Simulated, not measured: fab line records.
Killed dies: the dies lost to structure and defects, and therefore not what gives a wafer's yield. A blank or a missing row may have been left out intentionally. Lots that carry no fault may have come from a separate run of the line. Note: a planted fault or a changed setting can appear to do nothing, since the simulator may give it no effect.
Matching of chambers / flow gf180mcu / GF_V3_CMP_04 on cmp-02 has 4 sister chambers
The step polishes SiO2. 8 wafers are shown with their chamber, then 7 later ones without.

EACH WAFER AND ITS CHAMBER
wafer=L341.4; chamber=2; motor current A (A)=11.6; slurry flow ml min=148.8
wafer=L341.6; chamber=2; motor current A (A)=12.3; slurry flow ml min=150.2
wafer=L343.1; chamber=1; motor current A (A)=13.8; slurry flow ml min=150.6
wafer=L343.3; chamber=3; motor current A (A)=11.3; slurry flow ml min=150.3
wafer=L346.2; chamber=1; motor current A (A)=13.7; slurry flow ml min=150.5
wafer=L346.6; chamber=0; motor current A (A)=12.7; slurry flow ml min=149.2
wafer=L347.1; chamber=3; motor current A (A)=11.7; slurry flow ml min=150.7
wafer=L347.2; chamber=0; motor current A (A)=12.1; slurry flow ml min=149.9

WAFERS MISSING THEIR CHAMBER
wafer=L347.3; motor current A (A)=11.8; slurry flow ml min=150.6
wafer=L349.2; motor current A (A)=11.7; slurry flow ml min=150.1
wafer=L349.3; motor current A (A)=11.6; slurry flow ml min=149.6
wafer=L349.4; motor current A (A)=11.8; slurry flow ml min=149.6
wafer=L361.1; motor current A (A)=14.0; slurry flow ml min=149.9
wafer=L361.2; motor current A (A)=12.6; slurry flow ml min=150.0
wafer=L361.6; motor current A (A)=14.2; slurry flow ml min=150.2

CHAMBER TAKEN BY EACH
wafer=L347.3; from the rows above=can't be placed: 3 or 2 or 0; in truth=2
wafer=L349.2; from the rows above=can't be placed: 3 or 2 or 0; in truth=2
wafer=L349.3; from the rows above=can't be placed: 2 or 3 or 0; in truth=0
wafer=L349.4; from the rows above=can't be placed: 2 or 0 or 3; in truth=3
wafer=L361.1; from the rows above=1; in truth=1
wafer=L361.2; from the rows above=can't be placed: 0 or 2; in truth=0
wafer=L361.6; from the rows above=1; in truth=1
Correctly placed: 2 of 7. These rows do not allow placing 5 (true chamber among the candidates in 5). Wrongly placed: 0.
How it was worked out, from the rows above alone: a wafer's distance from a chamber is the root of the sum, over the readings, of the square of ((its reading less the chamber's mean) divided by the reading's scatter). The wafer belongs to the nearest chamber; if the next one is less than 2 further off, it can't be placed. The mean given for a chamber averages the wafers shown for that chamber. How the scatter is found: for the shown wafers, subtract from each reading the mean of its chamber, square and add these, divide the total by (wafers less chambers), then take the root.
